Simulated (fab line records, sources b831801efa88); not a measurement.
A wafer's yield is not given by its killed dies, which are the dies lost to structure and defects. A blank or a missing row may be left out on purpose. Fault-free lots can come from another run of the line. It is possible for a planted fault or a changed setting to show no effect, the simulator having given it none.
Which of the tools did it?    flow gf180mcu    24 lots with 72 wafers sampled at 4 steps, on a route of 602 steps

== WHAT EACH GAUGE READ, for each wafer ==
GF_M4_THK_MEAS_06: measures by xrf.
lot   measured      on             M4_ALCU_THK (nm)
L074  day 22 10:23  film_metro-04  453 455 456
L075  day 22 19:01  film_metro-04  463 456 459
L076  day 23 06:28  film_metro-01  455 454 455
L077  day 23 09:20  film_metro-01  467 455 464
L078  day 24 02:11  film_metro-04  450 456 457
L079  day 24 08:16  film_metro-01  456 454 453
L080  day 24 17:13  film_metro-01  452 453 450
L081  day 24 21:17  film_metro-01  459 455 452
L082  day 25 07:53  film_metro-04  455 462 453
L083  day 25 16:52  film_metro-04  446 457 452
L084  day 26 01:19  film_metro-01  455 456 453
L085  day 26 11:07  film_metro-01  460 457 456
L086  day 26 18:58  film_metro-01  460 460 461
L087  day 27 00:58  film_metro-01  448 450 452
L088  day 27 05:44  film_metro-03  457 452 456
L089  day 27 15:53  film_metro-03  455 458 456
L090  day 27 22:13  film_metro-03  456 453 458
L091  day 28 01:40  film_metro-03  454 456 450
L092  day 28 07:48  film_metro-01  452 452 455
L093  day 28 15:52  film_metro-03  455 451 450
L094  day 28 23:13  film_metro-01  447 453 452
L095  day 29 03:28  film_metro-04  449 447 451
L096  day 29 12:10  film_metro-04  457 455 452
L097  day 29 15:19  film_metro-04  446 450 452

GF_V4_CD_MEAS_14: target cd 260 nm.
lot   measured      on         cd_nm (nm)
L074  day 24 08:53  cd_sem-01  260.8 261.5 261.4
L075  day 24 16:46  cd_sem-02  260.2 260.2 261.2
L076  day 25 04:01  cd_sem-02  259.6 259.4 259.3
L077  day 25 06:29  cd_sem-01  258.7 259.5 258.7
L078  day 25 22:42  cd_sem-02  261.6 261.4 262.1
L079  day 26 04:10  cd_sem-02  261.9 261.8 261.4
L080  day 26 12:47  cd_sem-02  261.2 258.8 258.9
L081  day 26 16:40  cd_sem-02  261.8 262.5 260.7
L082  day 27 02:14  cd_sem-02  260.1 260.8 259.2
L083  day 27 11:19  cd_sem-02  260.9 261.6 260.7
L084  day 27 19:33  cd_sem-02  260.2 260.6 260.6
L085  day 28 03:46  cd_sem-02  258.5 259.3 260.9
L086  day 28 11:59  cd_sem-01  260.0 259.6 259.4
L087  day 28 17:24  cd_sem-01  259.6 260.1 259.8
L088  day 28 22:42  cd_sem-01  260.7 260.2 258.6
L089  day 29 08:14  cd_sem-01  259.7 259.3 259.5
L090  day 29 14:22  cd_sem-02  261.1 260.5 260.7
L091  day 29 17:11  cd_sem-01  257.2 257.4 257.5
L092  day 29 23:54  cd_sem-01  259.5 260.0 260.9
L093  day 30 05:18  cd_sem-01  259.7 259.9 259.9
L094  day 30 13:20  cd_sem-01  262.9 262.0 261.1
L095  day 30 17:47  cd_sem-01  257.2 258.6 258.0
L096  day 31 01:16  cd_sem-02  259.4 259.4 259.7
L097  day 31 05:12  cd_sem-01  257.8 258.4 258.7

== EACH LOT AND THE TOOL THAT RAN IT (in order: tool; ch and the chambers of the sampled wafers; start) ==
lot   GF_V3_SPUTTER_21              GF_M4_SPUTTER_03
L074  pvd_sputter-03, day 22 09:21  pvd_sputter-02, day 22 10:13
L075  pvd_sputter-03, day 22 17:59  pvd_sputter-04, day 22 18:50
L076  pvd_sputter-01, day 23 05:24  pvd_sputter-04, day 23 06:16
L077  pvd_sputter-03, day 23 08:18  pvd_sputter-03, day 23 09:10
L078  pvd_sputter-04, day 24 01:08  pvd_sputter-03, day 24 01:59
L079  pvd_sputter-01, day 24 07:12  pvd_sputter-02, day 24 08:04
L080  pvd_sputter-03, day 24 16:10  pvd_sputter-02, day 24 17:01
L081  pvd_sputter-04, day 24 20:15  pvd_sputter-03, day 24 21:06
L082  pvd_sputter-04, day 25 06:51  pvd_sputter-03, day 25 07:42
L083  pvd_sputter-01, day 25 15:48  pvd_sputter-03, day 25 16:40
L084  pvd_sputter-01, day 26 00:16  pvd_sputter-04, day 26 01:07
L085  pvd_sputter-03, day 26 10:04  pvd_sputter-02, day 26 10:55
L086  pvd_sputter-03, day 26 17:56  pvd_sputter-04, day 26 18:47
L087  pvd_sputter-01, day 26 23:56  pvd_sputter-02, day 27 00:47
L088  pvd_sputter-04, day 27 04:43  pvd_sputter-04, day 27 05:34
L089  pvd_sputter-04, day 27 14:51  pvd_sputter-02, day 27 15:43
L090  pvd_sputter-03, day 27 20:46  pvd_sputter-04, day 27 21:58
L091  pvd_sputter-01, day 28 00:37  pvd_sputter-02, day 28 01:28
L092  pvd_sputter-01, day 28 06:46  pvd_sputter-02, day 28 07:37
L093  pvd_sputter-04, day 28 14:50  pvd_sputter-03, day 28 15:41
L094  pvd_sputter-01, day 28 22:04  pvd_sputter-02, day 28 23:02
L095  pvd_sputter-01, day 29 02:26  pvd_sputter-03, day 29 03:17
L096  pvd_sputter-03, day 29 11:08  pvd_sputter-03, day 29 11:59
L097  pvd_sputter-01, day 29 14:16  pvd_sputter-03, day 29 15:07
- GF_V3_SPUTTER_21: material Ti, target thk 15 nm, time 80.02 s.
- GF_M4_SPUTTER_03: material Ti, target thk 10 nm, time 6.7 s.

== AS READ BY THE TOOLS THEMSELVES (means over the sampled wafers that have a number; for cases with no such wafer, the mark the record gives instead) ==
GF_V3_SPUTTER_21.
lot   tool            throttle_valve_pct (%)
L074  pvd_sputter-03  29.5
L075  pvd_sputter-03  29.3
L076  pvd_sputter-01  30.7
L077  pvd_sputter-03  29.4
L078  pvd_sputter-04  30.3
L079  pvd_sputter-01  28.7
L080  pvd_sputter-03  29.8
L081  pvd_sputter-04  29.4
L082  pvd_sputter-04  29.6
L083  pvd_sputter-01  29.7
L084  pvd_sputter-01  30.1
L085  pvd_sputter-03  30.6
L086  pvd_sputter-03  29.9
L087  pvd_sputter-01  30.2
L088  pvd_sputter-04  29.3
L089  pvd_sputter-04  29.2
L090  pvd_sputter-03  29.5
L091  pvd_sputter-01  27.9
L092  pvd_sputter-01  29.1
L093  pvd_sputter-04  29.3
L094  pvd_sputter-01  28.9
L095  pvd_sputter-01  29.9
L096  pvd_sputter-03  29.5
L097  pvd_sputter-01  30.4

GF_M4_SPUTTER_03.
lot   tool            throttle_valve_pct (%)
L074  pvd_sputter-02  29.9
L075  pvd_sputter-04  29.1
L076  pvd_sputter-04  29.1
L077  pvd_sputter-03  30.0
L078  pvd_sputter-03  29.6
L079  pvd_sputter-02  30.4
L080  pvd_sputter-02  29.9
L081  pvd_sputter-03  30.3
L082  pvd_sputter-03  30.2
L083  pvd_sputter-03  29.6
L084  pvd_sputter-04  30.1
L085  pvd_sputter-02  30.0
L086  pvd_sputter-04  30.2
L087  pvd_sputter-02  30.4
L088  pvd_sputter-04  29.8
L089  pvd_sputter-02  30.3
L090  pvd_sputter-04  29.1
L091  pvd_sputter-02  29.9
L092  pvd_sputter-02  30.1
L093  pvd_sputter-03  30.5
L094  pvd_sputter-02  30.1
L095  pvd_sputter-03  29.4
L096  pvd_sputter-03  29.3
L097  pvd_sputter-03  30.2

== THE ANSWER, worked out from the rows above alone ==
Rule: usual is defined by the lots themselves. Put in order of their means at a reading, lots are off if they are a third of the lots or fewer, leave a main group of 4 or more, and stand apart from it by a gap of 3 or more times the standard deviation of the main group's means; of several such gaps the widest counts. A main group is skipped when, at the precision printed for the reading in the tables above, its means are all equal. Also off: a lot with no number at a reading for which 4 or more lots have one. The other lots that the step has rows for count as sound. The gauges are gone through in route order, then the tools' own readings, and for those a lot's mean is taken as printed above. At the first step where some lot is off, the reading lying furthest off is the one used; lots without a number count as furthest.
None of the lots is off at any reading shown; this tells nothing.

== WHAT THE SIMULATOR HAD PUT IN ==
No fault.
